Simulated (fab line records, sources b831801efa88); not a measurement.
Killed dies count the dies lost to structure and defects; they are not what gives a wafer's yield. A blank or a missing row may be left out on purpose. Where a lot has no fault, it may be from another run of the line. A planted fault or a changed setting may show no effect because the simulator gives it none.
Chamber matching	flow gf180mcu	GF_V2_CMP_26 on cmp-01 has 4 sister chambers
The step polishes, stops on SiO2, t overpolish 15 s, target thk 0 nm. 14 wafers are shown with their chamber, then 7 later ones without.

WAFERS PAIRED WITH THEIR CHAMBERS
wafer	chamber	motor-current-A (A)	time-to-endpoint-s (s)	overpolish-run-s (s)
L535.2	1	12.1	95	15.013
L535.4	0	10.8	91	14.999
L535.6	3	11.4	91	14.985
L536.1	1	11.4	90	15.010
L536.2	2	11.7	82	14.996
L536.6	1	12.0	85	15.005
L538.3	1	12.0	88	15.008
L538.4	3	11.6	84	14.996
L538.5	0	10.5	87	14.998
L539.1	3	11.6	87	14.998
L539.2	2	11.4	84	15.009
L539.5	2	12.0	79	15.005
L544.1	3	11.6	86	14.990
L544.4	1	11.6	90	14.989

SIGNATURES (means of the wafers above)
reading	chamber 0	chamber 1	chamber 2	chamber 3	scatter within a chamber
motor-current-A	10.650	11.820	11.700	11.550	0.25
time-to-endpoint-s	89.00	89.60	81.67	87.00	3.16
overpolish-run-s	14.99850	15.00500	15.00333	14.99225	0.0074
Rule: for each reading, subtract the chamber's mean from the wafer's reading, divide by that reading's scatter and square the result; add these up over the readings and take the root, which gives the wafer's distance from the chamber. If the next closest chamber is less than 2 further off than the closest, the wafer can't be placed; otherwise it belongs to the closest. The scatter: take each reading less its chamber's mean, square it, sum over the shown wafers, divide by the number of wafers less the number of chambers, and take the root.

WAFERS WITHOUT THEIR CHAMBER
wafer	motor-current-A (A)	time-to-endpoint-s (s)	overpolish-run-s (s)
L544.6	11.7	81	14.991
L545.2	12.3	94	14.989
L545.4	12.3	92	15.008
L545.5	11.2	80	14.998
L553.1	11.7	90	15.011
L553.2	10.9	83	15.003
L553.4	11.8	89	15.002

CHAMBER TAKEN BY EACH
wafer	from the rows above	in truth
L544.6	can't be placed: 2 or 3 or 1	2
L545.2	can't be placed: 1 or 3 or 2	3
L545.4	can't be placed: 1 or 3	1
L545.5	can't be placed: 2 or 3 or 0 or 1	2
L553.1	can't be placed: 1 or 3 or 2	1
L553.2	can't be placed: 0 or 2 or 3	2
L553.4	can't be placed: 1 or 3 or 2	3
0 of 7 placed correctly. Cannot be placed on the basis of these rows: 7; the candidates contain the true chamber in 7. Wrongly placed: 0.
